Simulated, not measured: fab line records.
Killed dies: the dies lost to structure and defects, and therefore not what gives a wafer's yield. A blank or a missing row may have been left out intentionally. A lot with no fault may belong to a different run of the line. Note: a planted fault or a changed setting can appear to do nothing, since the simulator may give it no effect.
fab line records	flow sfq-line
[record] lots = 7	wafers = 21	last-day = 97
route steps=325 shown M0@42 I0@43 M1@58
lots untouched by any fault: they come from a run of this same line in which no faults occurred
start-h: the number of hours between the record's first day and the start of the first shown wafer of the lot	wait-h: hours elapsed since this lot's preceding step	" same as the row above	L1.1+2: a row that stands for several wafers	- value missing, or start not given	* or withheld: withheld	< > ~ a bound
route shown NAME@n: a module of which the file shows steps, and the number in the route of the first	usual: average and standard deviation across the fault-free wafers	same: alike in all rows	chamber/n: place in a boat	sites: each site's reading	_std_site: standard deviation across them	_edge_site: inner sites' mean taken away from outer sites' mean	radius-mm: for every site, how far away it sits from the centre of the wafer	mask NAME#n: copy n	behind: the tool/chamber that last shaped the wafer	hold: what put the lot on hold/how long, in hours/how the hold closed	device: the n, p or np transistor that did not switch	end of line: the tests these same wafers got at the end of their route	where a step has no rows: the recipe by itself	killed: dies that structure and defects cost at the first sort, which is not the same as the wafer's yield	map: dies across one wafer; x = killed, . = not, _ = none there
set.NAME: the run value of the setting; set.NAME@STEP: its run value at that earlier step	model.NAME: the simulator's own value behind a step, which no gauge read
lots at some steps of the route; a table a step, a row a wafer
services: a tool's chamber out of use, with start hour (start-h, from the record's first day; less than 0 if before it), hours out, and reason
[[steps]]
[step SFQ_TRILAYER_M0_STRIP_SOLV_CLEAN_026]
[recipe] chemistry = NMP	temp-c = 70	time-s = 600
[step SFQ_TRILAYER_I0_DEP_PECVD_027]
[recipe] material = SiO2	temp-c = 150	time-s = 111.11	pressure-torr = 2.4	rf-w = 183.3	precursor = SiH4/N2O	target-thk-nm = 500
[usual] heater-power-w = 81/14	throttle-valve-pct = 24.3/1.2
lot.wafer	tool	chamber	start-h	wait-h	heater-power-w	since-wet-clean-h	throttle-valve-pct
L291.1	pecvd-02	2	334.02	0.0	71	495	23.1
L291.4	"	1	"	"	89	-	25.2
L291.5	"	2	"	"	75	-	23.0
L294.2	pecvd-01	2	356.04	0.0	66	1270	27.3
L294.4	"	1	"	"	80	-	24.3
L294.5	"	0	"	"	69	-	25.4
L295.1	pecvd-02	1	375.50	0.0	88	537	24.9
L295.2	"	2	"	"	82	537	23.4
L295.5	"	2	"	"	86	-	23.1
L304.1	pecvd-01	1	459.86	0.0	74	1374	24.4
L304.4	"	0	"	"	69	-	25.5
L304.5	"	1	"	"	76	-	24.4
L305.1	pecvd-01	2	471.86	0.0	55	1386	27.0
L305.2	"	1	"	"	81	1386	24.1
L305.6	"	2	"	"	58	-	27.3
L306.2	pecvd-02	1	475.46	0.0	84	637	25.3
L306.5	"	0	"	"	80	-	24.7
L306.6	"	2	"	"	71	-	23.5
L311.2	pecvd-02	2	511.59	0.0	82	673	23.5
L311.3	"	0	"	"	99	673	25.0
L311.5	"	0	"	"	81	-	24.7
[step SFQ_TRILAYER_I0_CMP_CMP_028]
[recipe] material = SiO2	down-force-psi = 3	platen-rpm = 60	pad-velocity-m-s = 0.94248
[usual] motor-current-A = 10.4/1.1	time-to-endpoint-s = 216/6.8
lot.wafer	tool	chamber	start-h	wait-h	motor-current-A	time-to-endpoint-s
L291.1	cmp-02	1	335.30	1.2	10.8	222
L291.4	"	2	"	"	9.6	228
L291.5	"	1	337.30	3.2	10.6	227
L294.4	cmp-01	3	357.12	1.0	9.7	224
L294.2	"	0	"	"	9.8	216
L294.5	"	1	"	"	10.4	215
L295.1	cmp-02	2	376.08	0.5	10.3	218
L295.2	"	0	377.08	1.5	8.6	224
L295.5	"	1	"	"	10.4	215
L304.1	cmp-02	1	484.11	24.2	10.1	213
L304.4	"	2	"	"	10.1	222
L304.5	"	1	486.11	26.2	10.3	227
L305.1	cmp-02	0	487.11	15.2	8.9	216
L305.2	"	1	"	"	10.2	214
L305.6	"	0	489.11	17.2	8.7	223
L306.2	cmp-01	0	487.96	12.5	9.5	209
L306.5	"	0	489.96	14.4	10.0	217
L306.6	"	1	"	"	9.9	218
L311.2	cmp-02	0	512.40	0.8	9.4	208
L311.3	"	3	513.90	2.3	12.3	214
L311.5	"	0	"	"	8.5	229
[step SFQ_I0_BOW_MEAS_907]
[recipe] mode = bow
[usual] I0_BOW = 1/7.9
lot.wafer	tool	chamber	start-h	wait-h	I0_BOW[um]
L291.1	film-metro-02	-	338.30	2.5	-2
L291.4	"	-	"	"	-8
L291.5	"	-	"	"	4
L294.2	film-metro-04	-	359.14	1.0	6
L294.4	"	-	"	"	-19
L294.5	"	-	"	"	-3
L295.1	film-metro-02	-	378.58	2.0	16
L295.2	"	-	"	"	-3
L295.5	"	-	"	"	9
L304.1	film-metro-02	-	487.11	2.5	4
L304.4	"	-	"	"	-2
L304.5	"	-	"	"	3
L305.1	film-metro-02	-	490.11	2.5	12
L305.2	"	-	"	"	-1
L305.6	"	-	"	"	-6
L306.2	film-metro-04	-	490.98	2.5	13
L306.5	"	-	"	"	1
L306.6	"	-	"	"	6
L311.2	film-metro-03	-	515.42	2.5	2
L311.3	"	-	"	"	7
L311.5	"	-	"	"	13
[step SFQ_TRILAYER_I0_METRO_MEASURE_029]
[usual] thk-nm = 200.2/1
lot.wafer	tool	chamber	start-h	wait-h	thk-nm
L291.1	film-metro-02	-	338.42	0.1	201.5
L291.4	"	-	"	"	201.8
L291.5	"	-	"	"	201.3
L294.2	film-metro-04	-	359.44	0.3	200.4
L294.4	"	-	"	"	199.4
L294.5	"	-	"	"	200.5
L295.1	film-metro-02	-	378.70	0.1	200.9
L295.2	"	-	"	"	201.1
L295.5	"	-	"	"	200.1
L304.1	film-metro-02	-	487.23	0.1	201.3
L304.4	"	-	"	"	201.9
L304.5	"	-	"	"	200.3
L305.1	film-metro-02	-	490.23	0.1	200.3
L305.2	"	-	"	"	199.3
L305.6	"	-	"	"	200.6
L306.2	film-metro-04	-	491.28	0.3	199.6
L306.5	"	-	"	"	199.4
L306.6	"	-	"	"	201.2
L311.2	film-metro-03	-	515.72	0.3	200.7
L311.3	"	-	"	"	200.1
L311.5	"	-	"	"	200.5
[step SFQ_TRILAYER_I0_VIA_LITHO_COAT_036]
[recipe] resist = BARC	spin-rpm = 3000	resist-thk-nm = 62
[step SFQ_TRILAYER_I0_VIA_LITHO_COAT_031]
[recipe] resist = KrF	spin-rpm = 2980	resist-thk-nm = 650
[step SFQ_TRILAYER_I0_VIA_LITHO_SOFTBAKE_035]
[recipe] temp-c = withheld	time-s = withheld	resist = KrF
[step SFQ_TRILAYER_I0_VIA_LITHO_EXPOSE_032]
[recipe] mask-id = I0	na = 0.6	source-shape = conventional	sigma-outer = 0.65	target-cd-nm = 500	dose-mj = 21.3
[step SFQ_TRILAYER_I0_VIA_LITHO_PEB_034]
[recipe] peb-temp-c = 115	peb-time-s = 60	resist = KrF
[step SFQ_TRILAYER_I0_VIA_LITHO_DEVELOP_033]
[recipe] time-s = 60	resist = KrF
[step SFQ_I0_OVL_MEAS_908]
[usual] I0_OVL = 2/5.3
lot.wafer	tool	chamber	start-h	wait-h	I0_OVL[nm]
L291.1	overlay-01	-	482.87	0.1	4
L291.4	"	-	"	"	1
L291.5	"	-	"	"	3
L294.2	overlay-02	-	509.40	0.1	6
L294.4	"	-	"	"	4
L294.5	"	-	"	"	1
L295.1	overlay-01	-	529.79	0.1	9
L295.2	"	-	"	"	8
L295.5	"	-	"	"	7
L304.1	overlay-02	-	649.00	0.1	5
L304.4	"	-	"	"	12
L304.5	"	-	"	"	4
L305.1	overlay-01	-	650.33	0.1	7
L305.2	"	-	"	"	8
L305.6	"	-	"	"	6
L306.2	overlay-01	-	656.34	0.1	-4
L306.5	"	-	"	"	-5
L306.6	"	-	"	"	-4
L311.2	overlay-02	-	683.94	0.1	-5
L311.3	"	-	"	"	3
L311.5	"	-	"	"	-1
[step SFQ_TRILAYER_I0_VIA_BARC_OPEN_VIA_ETCH_046]
[recipe] mask-material = PR	chemistry = O2	target-depth-nm = 125	target = BARC	source-w = 516.2	bias-w = 80	pressure-mtorr = 30	time-s = 41.7
[usual] bias-w = 80.00/0.24	chamber-pressure-mTorr = 30.001/0.026	drypump-motor-current-A = 5.8/0.57	oes-product-au = 0.686/0.0046
lot.wafer	tool	chamber	start-h	wait-h	bias-w	chamber-pressure-mTorr	drypump-motor-current-A	oes-product-au	rf-hours-counter-h	model.KrF_of_TRILAYER_I0_VIA_LITHO_COAT_031.thk-nm
L291.1	rie-diel-04	1	482.90	0.0	80.15	30.040	5.4	0.683	8	572.6
L291.4	"	2	"	"	79.90	30.014	6.4	0.686	47	572.7
L291.5	"	2	"	"	80.01	30.021	6.4	0.681	-	573
L294.2	rie-diel-03	1	509.43	0.0	79.96	29.963	6.3	0.690	10	577.6
L294.4	"	0	"	"	80.02	29.986	5.6	0.686	12	577.9
L294.5	"	1	"	"	79.92	30.015	6.3	0.683	-	577.4
L295.1	rie-diel-01	3	529.83	0.0	80.17	29.955	5.8	0.691	1	576
L295.2	"	1	"	"	79.84	30.013	6.3	0.688	66	577.5
L295.5	"	1	"	"	80.04	29.993	6.3	0.692	-	576.6
L304.1	rie-diel-03	0	649.04	0.0	-	-	-	-	-	627.8
L304.4	"	2	"	"	-	-	-	-	-	628.8
L304.5	"	1	"	"	-	-	-	-	-	628.2
L305.1	rie-diel-04	2	650.37	0.0	-	-	-	-	-	630.4
L305.2	"	0	"	"	-	-	-	-	-	628.3
L305.6	"	1	"	"	-	-	-	-	-	628.9
L306.2	rie-diel-01	2	656.37	0.0	-	-	-	-	-	628.3
L306.5	"	3	"	"	-	-	-	-	-	628.9
L306.6	"	2	"	"	-	-	-	-	-	629.1
L311.2	rie-diel-03	1	683.97	0.0	80.39	29.990	6.3	0.680	13	573.2
L311.3	"	2	"	"	79.99	30.007	6.4	0.687	5	574.4
L311.5	"	3	"	"	79.97	29.971	4.8	0.682	-	571.8
[step SFQ_TRILAYER_I0_VIA_ETCH_VIA_ETCH_034]
[recipe] target = SiO2	stop-on = Nb	mask-material = PR	taper-deg = 20	chemistry = CHF3	target-depth-nm = 260	source-w = 500	bias-w = 80	pressure-mtorr = 30	time-s = withheld
[usual] bias-w = 80.00/0.23	chamber-pressure-mTorr = 30.001/0.024	drypump-motor-current-A = 5.8/0.57	oes-product-au = 0.855/0.006
lot.wafer	tool	chamber	start-h	wait-h	bias-w	chamber-pressure-mTorr	drypump-motor-current-A	oes-product-au	model.KrF_of_TRILAYER_I0_VIA_LITHO_COAT_031.thk-nm
L291.1	rie-diel-04	1	482.94	0.0	79.73	29.991	5.4	0.871	528.1
L291.4	"	2	"	"	80.49	29.994	6.4	0.857	528.1
L291.5	"	2	"	"	80.27	30.033	6.4	0.858	528.4
L294.2	rie-diel-03	1	509.47	0.0	80.35	30.019	6.3	0.850	532.6
L294.4	"	0	"	"	79.89	30.024	5.7	0.854	533.4
L294.5	"	1	"	"	80.36	29.990	6.3	0.855	532.4
L295.1	rie-diel-01	3	529.87	0.0	79.92	30.022	5.8	0.857	531.6
L295.2	"	1	"	"	79.91	30.012	6.2	0.847	533.2
L295.5	"	1	"	"	79.81	30.034	6.2	0.857	531.9
L304.1	rie-diel-03	0	649.08	0.0	79.93	30.026	5.7	0.368	583.3
L304.4	"	2	"	"	80.08	29.989	6.4	0.378	583.9
L304.5	"	1	"	"	79.60	29.974	6.4	0.384	582.6
L305.1	rie-diel-04	2	650.41	0.0	79.77	29.977	6.4	0.378	586.2
L305.2	"	0	"	"	80.09	29.991	5.7	0.363	584.1
L305.6	"	1	"	"	79.86	29.982	5.4	0.373	584.3
L306.2	rie-diel-01	2	656.41	0.0	79.76	30.032	5.6	0.373	583.9
L306.5	"	3	"	"	80.11	29.978	5.8	0.380	584.2
L306.6	"	2	"	"	80.24	29.978	5.6	0.371	584.8
L311.2	rie-diel-03	1	684.01	0.0	79.95	29.996	6.4	0.855	527.9
L311.3	"	2	"	"	79.82	30.037	6.4	0.848	529.9
L311.5	"	3	"	"	80.04	30.033	4.8	0.851	526.5
[step SFQ_TRILAYER_I0_VIA_STRIP_STRIP_035]
[recipe] gas = O2	power-w = 200	platen-temp-c = 40	overash-fraction = 0.65	chemistry = O2	pressure-mtorr = 50
[usual] chamber-pressure-mTorr = 49.99/0.049	drypump-motor-current-A = 5.9/0.35	oes-product-au = 1.001/0.0076
lot.wafer	tool	chamber	start-h	wait-h	chamber-pressure-mTorr	drypump-motor-current-A	oes-product-au	rf-hours-counter-h
L291.1	rie-metal-04	0	483.06	-	49.92	5.6	1.001	90
L291.4	"	0	"	"	50.01	5.5	1.010	-
L291.5	"	1	"	"	49.93	6.2	1.013	-
L294.2	rie-metal-04	1	509.58	-	50.00	6.2	1.008	14
L294.4	"	1	"	"	50.08	6.2	1.015	-
L294.5	"	1	"	"	49.93	6.2	1.000	-
L295.1	rie-metal-01	1	529.98	-	50.01	5.4	1.005	39
L295.2	"	0	"	"	49.92	5.9	0.999	65
L295.5	"	0	"	"	49.97	5.9	0.994	-
L304.1	rie-metal-02	0	649.19	-	50.04	6.1	1.002	83
L304.4	"	1	"	"	50.02	6.3	1.001	-
L304.5	"	0	"	"	49.95	6.0	1.002	-
L305.1	rie-metal-04	1	650.52	-	49.93	6.2	0.999	31
L305.2	"	0	"	"	49.94	5.6	1.009	113
L305.6	"	1	"	"	49.95	6.2	0.988	-
L306.2	rie-metal-02	0	656.52	-	50.04	6.0	1.001	84
L306.5	"	0	"	"	50.06	6.1	1.008	-
L306.6	"	1	"	"	49.99	6.3	1.003	-
L311.2	rie-metal-02	1	684.12	-	49.95	6.3	1.012	69
L311.3	"	0	"	"	50.02	6.0	1.004	-
L311.5	"	0	"	"	49.95	6.1	1.010	-
[step SFQ_TRILAYER_I0_VIA_STRIP_SOLV_CLEAN_036]
[recipe] chemistry = NMP	temp-c = 70	time-s = 600
[step SFQ_TRILAYER_M1_DEP_PRE_CLEAN_038]
[recipe] gas = Ar	time-s = 22.5	bias-v = 250
[step SFQ_TRILAYER_M1_DEP_SPUTTER_037]
[recipe] material = Nb	base-pressure-pa = 1.33e-06	chamber-pressure-pa = 0.1333	substrate-temp-c = 20	resputter-cathode-voltage-v = 400	target-thk-nm = 200	power-w = 2000	time-s = 133.3
[usual] cathode-dc-power-W = 2000.1/0.35	throttle-valve-pct = 29.8/0.99
lot.wafer	tool	chamber	start-h	wait-h	cathode-dc-power-W	throttle-valve-pct
L291.1	pvd-sputter-04	-	483.86	0.0	1999.8	29.0
L291.4	"	-	"	"	1999.7	29.7
L291.5	"	-	"	"	1999.9	28.3
L294.2	pvd-sputter-04	-	510.39	0.0	2000.1	29.0
L294.4	"	-	"	"	2000.7	30.5
L294.5	"	-	"	"	2000.3	29.5
L295.1	pvd-sputter-03	-	530.79	0.0	2000.2	29.7
L295.2	"	-	"	"	2000.2	31.2
L295.5	"	-	"	"	2001.3	30.1
L304.1	pvd-sputter-04	-	650.00	0.0	2000.0	29.4
L304.4	"	-	"	"	2000.3	30.3
L304.5	"	-	"	"	2000.5	29.4
L305.1	pvd-sputter-05	-	651.32	0.0	2000.6	29.5
L305.2	"	-	"	"	2000.1	30.1
L305.6	"	-	"	"	2000.3	31.3
L306.2	pvd-sputter-03	-	657.32	0.0	2000.2	31.2
L306.5	"	-	"	"	2000.7	28.6
L306.6	"	-	"	"	2000.1	29.7
L311.2	pvd-sputter-05	-	684.92	0.0	1999.9	31.4
L311.3	"	-	"	"	2000.2	30.7
L311.5	"	-	"	"	1999.8	29.4
[step SFQ_M1_RS_MEAS_909]
[recipe] thk-meas-gauge = four-point-probe	reads = Nb_of_TRILAYER_M1_DEP_SPUTTER_037
[usual] M1_NB_RS = 0.885/0.011
lot.wafer	tool	chamber	start-h	wait-h	M1_NB_RS[ohm/sq]
L291.1	film-metro-02	-	483.95	0.0	0.899
L291.4	"	-	"	"	0.887
L291.5	"	-	"	"	0.894
L294.2	film-metro-01	-	510.50	0.1	0.900
L294.4	"	-	"	"	0.895
L294.5	"	-	"	"	0.894
L295.1	film-metro-02	-	530.88	0.0	0.894
L295.2	"	-	"	"	0.885
L295.5	"	-	"	"	0.894
L304.1	film-metro-02	-	650.09	0.0	0.902
L304.4	"	-	"	"	0.901
L304.5	"	-	"	"	0.893
L305.1	film-metro-03	-	651.41	0.0	0.882
L305.2	"	-	"	"	0.896
L305.6	"	-	"	"	0.882
L306.2	film-metro-02	-	657.43	0.1	0.871
L306.5	"	-	"	"	0.870
L306.6	"	-	"	"	0.867
L311.2	film-metro-02	-	685.03	0.1	0.872
L311.3	"	-	"	"	0.869
L311.5	"	-	"	"	0.867
[step SFQ_TRILAYER_M1_LITHO_COAT_044]
[recipe] resist = BARC	spin-rpm = 3000	resist-thk-nm = 62
[step SFQ_TRILAYER_M1_LITHO_COAT_039]
[recipe] resist = KrF	spin-rpm = 3000	resist-thk-nm = 600
[step SFQ_TRILAYER_M1_LITHO_SOFTBAKE_043]
[recipe] temp-c = withheld	time-s = withheld	resist = KrF
[step SFQ_TRILAYER_M1_LITHO_EXPOSE_040]
[recipe] mask-id = M1	na = 0.6	source-shape = conventional	sigma-outer = 0.65	target-cd-nm = 500	dose-mj = 14.4
[usual] exposure-dose-mJ-cm2 = 14.400/0.013	focus-offset-nm = -0.1/0.52
lot.wafer	tool	chamber	start-h	wait-h	mask	exposure-dose-mJ-cm2	focus-offset-nm
L291.1	krf-scanner-01	0	640.30	-	M1#0	14.387	-0.5
L291.4	"	0	"	"	M1#0	14.416	-0.2
L291.5	"	0	"	"	M1#0	14.406	-0.4
L294.2	krf-scanner-02	0	677.83	-	M1#0	14.398	-0.3
L294.4	"	0	"	"	M1#0	14.412	-0.8
L294.5	"	0	"	"	M1#0	14.410	-0.3
L295.1	krf-scanner-02	0	699.23	-	M1#0	14.390	1.2
L295.2	"	0	"	"	M1#0	14.400	0.1
L295.5	"	0	"	"	M1#0	14.404	0.1
L304.1	krf-scanner-02	-	803.17	-	M1#0	-	-
L304.4	"	-	"	"	M1#0	-	-
L304.5	"	-	"	"	M1#0	-	-
L305.1	krf-scanner-02	-	806.77	-	M1#0	-	-
L305.2	"	-	"	"	M1#0	-	-
L305.6	"	-	"	"	M1#0	-	-
L306.2	krf-scanner-02	-	811.77	-	M1#0	-	-
L306.5	"	-	"	"	M1#0	-	-
L306.6	"	-	"	"	M1#0	-	-
L311.2	krf-scanner-01	0	844.12	-	M1#0	14.407	0.9
L311.3	"	0	"	"	M1#0	14.404	0.0
L311.5	"	0	"	"	M1#0	14.399	-0.4
[step SFQ_TRILAYER_M1_LITHO_PEB_042]
[recipe] peb-temp-c = 115	peb-time-s = 60	resist = KrF
[[services]]
tool	chamber	start-h	hours	kind
cmp-02	-	338.30	4.8	pm
rie-diel-03	2	343.76	36.4	repair
krf-scanner-02	-	354.74	4.0	pm
rie-diel-03	0	377.41	6.0	repair
krf-scanner-02	-	382.59	4.4	pm
krf-scanner-02	-	386.97	0.8	pm
cmp-02	-	403.09	1.2	repair
cmp-02	-	408.11	4.0	pm
krf-scanner-02	-	421.00	1.3	pm
rie-diel-03	2	451.05	2.4	repair
krf-scanner-02	-	456.04	1.0	pm
cmp-02	-	478.69	2.0	repair
cmp-02	-	501.97	0.7	repair
cmp-02	-	507.19	5.2	repair
rie-diel-03	-	520.44	2.3	repair
krf-scanner-02	-	539.99	0.5	repair
cmp-02	-	541.54	1.1	repair
rie-diel-03	-	544.19	1.4	repair
rie-diel-03	-	548.98	0.6	repair
rie-diel-03	3	640.01	1.4	repair
rie-diel-03	0	675.39	19.7	repair
rie-diel-03	-	776.92	28.1	pm
rie-diel-03	-	822.02	2.8	pm
rie-diel-03	0	840.39	5.8	repair
[[key]]
[first-sign] step = SFQ_TRILAYER_I0_VIA_BARC_OPEN_VIA_ETCH_046	reading = tool-record	direction = missing
[effect] step = SFQ_TRILAYER_I0_VIA_ETCH_VIA_ETCH_034	reading = oes-product-au	direction = down	sigmas = 80	usual = 0.855	struck = 0.374
[effect] step = SFQ_TRILAYER_M1_LITHO_EXPOSE_040	reading = tool-record	direction = missing
[model-effect] step = SFQ_TRILAYER_I0_VIA_BARC_OPEN_VIA_ETCH_046	value = KrF_of_TRILAYER_I0_VIA_LITHO_COAT_031.thk-nm	without = 575.9	struck = 628.7
[model-effect] step = SFQ_TRILAYER_I0_VIA_ETCH_VIA_ETCH_034	value = KrF_of_TRILAYER_I0_VIA_LITHO_COAT_031.thk-nm	without = 531.3	struck = 584.2
met-at SFQ_TRILAYER_I0_VIA_BARC_OPEN_VIA_ETCH_046
struck-wafers L304.1,L304.4,L304.5,L305.1,L305.2,L305.6,L306.2,L306.5,L306.6
onset-between 529.83 649.04
[fault] kind = skipped-step-whole	tool = rie-diel-01,rie-diel-03,rie-diel-04	chamber = -	onset-h = 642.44	steps = SFQ_TRILAYER_I0_VIA_BARC_OPEN_VIA_ETCH_046	scope = struck-lots-only
